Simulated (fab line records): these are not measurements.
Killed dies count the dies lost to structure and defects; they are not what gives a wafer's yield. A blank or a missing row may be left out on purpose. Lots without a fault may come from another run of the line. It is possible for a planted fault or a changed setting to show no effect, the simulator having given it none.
Struck lot and sound lot, side by side / flow gf180mcu / 14 out of 602 route steps
Sound: wafers L990.1, L990.2, L990.4. Wafers L994.2, L994.4, L994.5 were the ones struck. Last of all comes the cause.
Per side, at each step with rows, come the tool, then ch with its chambers, and then its first start. Under that, the readings that differ: sound wafers / struck wafers / difference of the means / sigmas: that difference in standard deviations of wafers without a fault.
alike: readings whose means differ by less than 2 such deviations, and words and numbers that are the same on both sides. not compared: withheld readings, readings that some wafer has no value for, bounds like >300 that may hide the same value, and numbers for which the record gives no deviation and whose values overlap.
A row with sigmas, a row that says differs or no value, or rows on one side alone: a step with any of these is where the two part. When numbers do not overlap yet have no deviation, they are printed without sigmas and do not part them. A reading that every wafer of one side lacks parts them only if that side has two wafers or more.

first, 2 steps without rows for these wafers: GF_VT_IMPLANT_PEB_27; GF_VT_IMPLANT_DEVELOP_28 (develop time 60 s).
GF_VT_IMPLANT_OVL_MEAS_29:
  sound: overlay-02 at day 7 19:31; struck: overlay-01 at day 8 20:28
  alike: VT_IMPLANT_02_OVL
then, 1 step without rows for these wafers: GF_VT_IMPLANT_IMPLANT_30.
GF_VT_IMPLANT_STRIP_31: strips in O2/N2.
  sound on plasma_asher-04 ch 0,1, day 7 19:42; struck on plasma_asher-01 ch 0,1, day 8 20:39
  alike: drypump_motor_current_A, heater_power_w, n2_flow_sccm, oes_product_au, strip_time_to_endpoint_s
  not compared: rf_hours_counter_h
GF_VT_IMPLANT_TW_MEAS_32:
  sound: film_metro-04 at day 7 19:48; struck: film_metro-01 at day 8 20:46
reading=VT_IMPLANT_3_TW; sound=265.8 265.6 265.5; struck=271.0 271.6 271.2; difference=+5.6; sigmas=+3
then, 6 steps without rows for these wafers: GF_VT_IMPLANT_DEHYDRATE_33 (time 60 s); GF_VT_IMPLANT_HMDS_34 (prime time 60 s); GF_VT_IMPLANT_COAT_35 (resist thk 1000 nm); GF_VT_IMPLANT_SOFTBAKE_36 (time 60 s); GF_VT_IMPLANT_EXPOSE_37 (exposes mask Nwell HV AREA, target cd 860 nm); GF_VT_IMPLANT_PEB_38.
GF_VT_IMPLANT_DEVELOP_39: develop time 60 s.
  sound on litho_track-03 ch 0, day 8 12:22; struck on litho_track-03, day 9 13:05
  no value came back on the struck wafers for chill_plate_temp_C (C), develop_time_s (s); on the sound wafers chill_plate_temp_C (C) reads 22.97 22.91 22.81
GF_VT_IMPLANT_OVL_MEAS_40:
  sound: overlay-01 at day 8 12:31; struck: overlay-02 at day 9 13:13
reading=VT_IMPLANT_03_OVL (nm); sound=0.9 3.5 0.0; struck=- - -; difference=no value on the struck wafers; sigmas=

## WHERE THEY PART
Last at GF_VT_IMPLANT_OVL_MEAS_40 as far as this record goes, first at GF_VT_IMPLANT_TW_MEAS_32.

WHY: what had been put in by the simulator
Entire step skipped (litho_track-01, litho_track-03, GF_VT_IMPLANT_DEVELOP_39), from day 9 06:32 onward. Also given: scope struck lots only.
